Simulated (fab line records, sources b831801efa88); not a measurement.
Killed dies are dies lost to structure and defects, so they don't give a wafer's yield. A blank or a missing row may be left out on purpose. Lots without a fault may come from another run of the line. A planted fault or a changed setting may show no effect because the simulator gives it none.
One fault seen from 2 desks | flow gf180mcu | each desk has only its own numbers; what lay behind them comes last

THE TOOL OWNER'S DESK: lpcvd-01
The tool's own readings at GF_STI_CVD_03 (deposits Si3N4 from DCS/NH3, target thk 207.16 nm, time 3551 s): means of the sampled wafers that have a number, for each lot that ran on this tool. A lot is out of limits, marked OUT, if its mean lies more than 4 standard deviations from the usual mean; the brackets give that distance. Of its 10 readings 7 are shown: the one that was out of limits first, and those that lie furthest out on some lot.
Columns: A = spike_tc_bottom_C at GF_STI_CVD_03, usual 787.1 C; B = spike_tc_centre_C at GF_STI_CVD_03, usual 770.4 C; C = spike_tc_lower_C at GF_STI_CVD_03, usual 769.7 C; D = spike_tc_top_C at GF_STI_CVD_03, usual 783.4 C; E = spike_tc_upper_C at GF_STI_CVD_03, usual 770.4 C; F = susceptor_temp_C at GF_STI_CVD_03, usual 770.0 C; G = zone_power_upper_pct at GF_STI_CVD_03, usual 13.11 %
lot  | first seen here | A                | B               | C               | D                | E               | F               | G
L735 | day 1 12:11     | 787.0            | 771.3           | 769.7           | 786.8            | 768.1           | 770.2           | 12.81
L737 | day 2 02:01     | 784.7            | 770.6           | 769.2           | 784.4            | 770.7           | 769.9           | 13.30
L741 | day 2 17:34     | 787.5            | 772.1           | 769.6           | 786.8            | 768.9           | 770.6           | 12.79
L744 | day 3 08:34     | 785.5            | 771.2           | 769.0           | 784.5            | 771.2           | 770.2           | 13.19
L745 | day 3 13:59     | 785.0            | 770.3           | 768.8           | 783.3            | 771.1           | 769.9           | 13.36
L747 | day 4 00:57     | 783.9            | 770.7           | 768.6           | 784.4            | 771.6           | 769.8           | 13.27
L754 | day 5 11:07     | 769.5 (-7.7) OUT | 753.1 (-14) OUT | 751.5 (-18) OUT | 769.8 (-6.5) OUT | 751.5 (-13) OUT | 751.9 (-55) OUT | 12.32
L757 | day 6 02:24     | 765.8 (-9.2) OUT | 753.1 (-14) OUT | 751.0 (-19) OUT | 765.7 (-8.4) OUT | 752.2 (-12) OUT | 751.6 (-56) OUT | 12.74
This desk's finding: out of limits on L754, L757; first on L754, day 5 11:07 (spike_tc_bottom_C at GF_STI_CVD_03). In limits: L735, L737, L741, L744, L745, L747.

THE METROLOGY DESK
What the gauges read, lot by lot, whatever tool the lot ran on: means of the sampled wafers that have a number. A lot is out of limits, marked OUT, if its mean lies more than 4 standard deviations from the usual mean; the brackets give that distance.
Columns: A = INCOMING_BOW at GF_STI_BOW_MEAS_00, usual 0 um; B = STI_CVD_03_THK at GF_STI_THK_MEAS_04, usual 208.2 nm; C = MVSD_TW at GF_MVSD_TW_MEAS_11, usual 1575
lot  | first seen here | A  | B               | C
L735 | day 1 10:01     | 2  | 207.9           | 1594
L737 | day 1 20:00     | 3  | 209.2           | 1569
L741 | day 2 16:01     | -3 | 203.0           | 1566
L742 | day 2 21:00     | 0  | 207.8           | 1600
L744 | day 3 07:00     | -5 | 206.2           | 1562
L745 | day 3 12:00     | 2  | 209.0           | 1562
L747 | day 3 22:00     | -2 | 207.4           | 1580
L754 | day 5 09:00     | -4 | 145.9 (-30) OUT | 1611
L755 | day 5 14:00     | -7 | 207.7           | 1607
L757 | day 6 00:01     | -1 | 145.6 (-30) OUT | 1553
L758 | day 6 05:02     | 0  | 207.5           | 1614
This desk's finding: out of limits on L754, L757; first on L754, day 5 13:05 (STI_CVD_03_THK at GF_STI_THK_MEAS_04). In limits: L735, L737, L741, L742, L744, L745, L747, L755, L758.

PUT TOGETHER
The tool owner's desk could have raised an alarm at day 5 11:07, on L754, L757.
The metrology desk could have raised an alarm at day 5 13:05, on L754, L757.
Of the lots named, all ran GF_STI_CVD_03 on lpcvd-01.

WHAT THE SIMULATOR HAD PUT IN
Process parameter drift: lpcvd-01, from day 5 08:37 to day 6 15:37, at GF_STI_CVD_03. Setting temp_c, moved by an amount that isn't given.
Lots struck among those shown: L754, L757.
Hours from the fault's start to each desk's first reading out of limits: the tool owner's desk, 2; the metrology desk, 4.
